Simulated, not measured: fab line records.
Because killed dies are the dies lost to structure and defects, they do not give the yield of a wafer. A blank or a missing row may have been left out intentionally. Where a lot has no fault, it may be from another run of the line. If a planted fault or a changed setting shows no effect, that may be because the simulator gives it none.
Problem report, 8D (eight disciplines) form, completed by code ; flow gf180mcu ; the parts of the form that need people (team, actions taken, sign-off) are left out

1. PROBLEM STATEMENT
MIM_ALCU_RS at GF_MIM_RS_MEAS_10 reads a mean of 0.1063 ohm/sq on 1 wafer of 1 lot; wafers without a fault read 0.1602 ohm/sq with a standard deviation of 0.0018. Measured from the usual mean, that is -30 standard deviations.
The step: measures by four-point-probe.
Earliest sighting: wafer L118.4 on film metro-03 at day 26 12:28. Wafers with a number at this step in the record: 30, from 10 lots. The rule behind "out" and "out of limits": a value lying over 4 standard deviations away from the usual mean. The other wafers with a number count as sound.

2. WHAT IT IS; WHAT IT IS NOT
question;is;is not
which readings at this step;MIM_ALCU_RS;-
which lots;L118;L114, L121, L124, L127, L129, L130, L131, L132, L136
which wafers of those lots;L118.4;L118.1, L118.3
read on which gauges;film metro-03;film metro-01, film metro-04
when;from day 26 12:28;"up to then (5 sound wafers); but 24 sound wafers of L121, L124, L127, L129, L130, L131, L132, L136 came after"

3. WHAT RULES OUT EACH SUSPECT
Counting: a tool at a process step up to the reading stays a suspect if it ran every lot that is out. Sound lots after the first of them don't rule it out here, since some wafers of a struck lot are sound.
- ruled out: the gauge at GF_MIM_RS_MEAS_10. All the wafers that are out were read on film metro-03, but those of them that GF_MIM_SPUTTER_08 has rows for are out there too, on other tools.
- plasma asher-04 at GF_M4_STRIP_17 (strips in O2/N2): kept. L118, the lot that is out, went through it at day 25 12:04; up to then, the latest sound lot through it was L114 at day 23 19:56.
- cmp-01 at GF_V4_CMP_04 (polishes SiO2): kept. It ran the lot that is out, L118 (day 25 12:54).
- pvd sputter-04 at GF_V4_SPUTTER_21 (material Ti, target thk 15 nm, time 80.02 s): kept. It ran the lot that is out, L118 (day 26 11:20).
- pvd sputter-02 at GF_MIM_SPUTTER_08 (material AlCu, target thk 200 nm, time 10.6 s): kept. L118, the lot that is out, went through it at day 26 12:23; up to then, the latest sound lot through it was L114 at day 24 20:57. On those wafers its own readings are out: cathode dc power W.
- Within plasma asher-04 at GF_M4_STRIP_17, the wafers that are out were processed in chamber 0 and their sound lot-mates in chamber 1.
- At GF_V4_CMP_04, inside cmp-01: chamber 1 took the wafers that are out, while their sound lot-mates went through chambers 0, 3.
Left after counting: plasma asher-04 at GF_M4_STRIP_17, cmp-01 at GF_V4_CMP_04, pvd sputter-04 at GF_V4_SPUTTER_21, pvd sputter-02 at GF_MIM_SPUTTER_08.

4. THE CAUSE (what the simulator had put in)
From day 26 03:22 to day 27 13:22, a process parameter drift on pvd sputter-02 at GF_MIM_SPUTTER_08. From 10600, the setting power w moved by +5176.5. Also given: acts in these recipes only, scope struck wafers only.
Counting left 4 suspects, and this tool is among them.

5. THE EFFECT CHAIN, in route order
One row per reading whose mean, taken over the struck wafers that have a number, lies over 3 standard deviations from the usual. Readings are gone through only where the record gives a usual standard deviation; hours: the median, over the lots, of the time from a lot's start at the first step in this table giving one to that lot's start at this step; sigmas: the change measured in usual standard deviations.
hours;step;reading;usual;on struck wafers;change;sigmas
0;GF_MIM_SPUTTER_08;cathode dc power W;10600 W;15777;+5177;+99 or more
0;GF_MIM_RS_MEAS_10;MIM_ALCU_RS;0.1602 ohm/sq;0.1063;-0.0539;-30
2;GF_MIM_THK_MEAS_11;MIM_ALCU_THK;197.7 nm;293.2;+95.5;+42
20;GF_MIM_METAL_ETCH_19;oes product au;0.943 a.u.;0.991;+0.048;+8.4
20;GF_MIM_METAL_ETCH_19;throttle valve pct;28.281 %;28.239;-0.042;-4.2
The process steps in it:
- GF_MIM_SPUTTER_08: material AlCu, target thk 200 nm, time 10.6 s.
- GF_MIM_METAL_ETCH_19: etches the open film in Cl2/BCl3, stops on Si3N4, target depth 324.5 nm, time 54.1 s.

6. HOW IT WOULD HAVE BEEN CAUGHT EARLIER
The first out-of-limits reading at a measuring or inspecting step in this record came at day 26 12:28, 9 hours after the fault's start at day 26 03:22.
At GF_MIM_SPUTTER_08, the tool's own readings (cathode dc power W) were out on each struck wafer the step has a row for, so an alarm limit on them would have fired on the first such wafer.
Each of the lots that are out, 1 in all, had begun GF_MIM_SPUTTER_08 on pvd sputter-02 no later than day 26 12:28. None of them would have been spared by holding the tool at that moment.
